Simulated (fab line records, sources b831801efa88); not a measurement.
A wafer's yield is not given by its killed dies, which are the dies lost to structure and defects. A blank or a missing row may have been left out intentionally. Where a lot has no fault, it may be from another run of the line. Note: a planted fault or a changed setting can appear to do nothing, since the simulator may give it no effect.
Struck lot and sound lot, side by side -- flow sky130 -- 15 steps out of a route of 708
Sound: wafers L449.1, L449.3, L449.6. The struck wafers were L463.3, L463.4, L463.6. The cause comes at the end.
Order at every step that has rows: each side's tool, ch and its chambers, its first start. Under that, the readings that differ: sound wafers -- struck wafers -- difference of the means -- sigmas: that difference in standard deviations of wafers without a fault.
alike: same words and numbers on both sides, and readings whose means sit less than 2 such deviations apart. not compared: any withheld reading, any reading some wafer has no value for, any bound like >300 that may hide the same value, and any number with overlapping values for which the record gives no deviation.
A row with sigmas, a row that says differs or no value, or rows on one side alone: a step with any of these is where the two part. Numbers that don't overlap but have no deviation are shown without sigmas and don't part them. Lack of a reading on every wafer of one side parts them only where that side has two or more wafers.

first, 2 steps without rows for these wafers: SKY_PWDE_PEB_05; SKY_PWDE_DEVELOP_06 (develop time 60 s).
SKY_PWDE_OVL_MEAS_07:
  sound on overlay-01, day 4 13:17; struck on overlay-02, day 7 18:17
  alike: PWDE_OVL
after that, 1 step had no rows for these wafers: SKY_PWDE_IMPLANT_08.
SKY_PWDE_STRIP_09: strips in O2/N2.
  sound on plasma asher-03 ch 0,1, day 4 13:28; struck on plasma asher-02 ch 0,1, day 7 18:29
reading,sound,struck,difference,sigmas
drypump motor current A (A),6.5 6.5 5.9,5.4 5.9 5.4,-0.7,-2
  alike: oes product au, strip time to endpoint s
  not compared: rf hours counter h
SKY_PWDE_TW_MEAS_10:
  sound on film metro-02, day 4 13:34; struck on film metro-02, day 7 18:35
  alike: PWDE_TW
then, 6 steps without rows for these wafers: SKY_NWELL_DEHYDRATE_03 (time 60 s); SKY_NWELL_HMDS_04 (prime time 60 s); SKY_NWELL_COAT_05 (resist thk 3000 nm); SKY_NWELL_SOFTBAKE_06; SKY_NWELL_EXPOSE_07 (exposes mask NWM, target cd 840 nm); SKY_NWELL_PEB_08.
SKY_NWELL_DEVELOP_09: develop time 60 s.
  sound on litho track-02 ch 0, day 5 06:00; struck on litho track-02 ch 0, day 8 13:00
  alike: developer temp C
SKY_NWELL_OVL_MEAS_10:
  sound on overlay-01, day 5 07:01; struck on overlay-02, day 8 14:02
reading,sound,struck,difference,sigmas
NWELL_00_OVL (nm),-0.5 -0.5 -0.6,- - -,no value on the struck wafers,
after that, 1 step had no rows for these wafers: SKY_NWELL_IMPLANT_11.

== WHERE THEY PART ==
First at SKY_PWDE_STRIP_09; last, within this record, at SKY_NWELL_OVL_MEAS_10.

WHY: what had been put in by the simulator
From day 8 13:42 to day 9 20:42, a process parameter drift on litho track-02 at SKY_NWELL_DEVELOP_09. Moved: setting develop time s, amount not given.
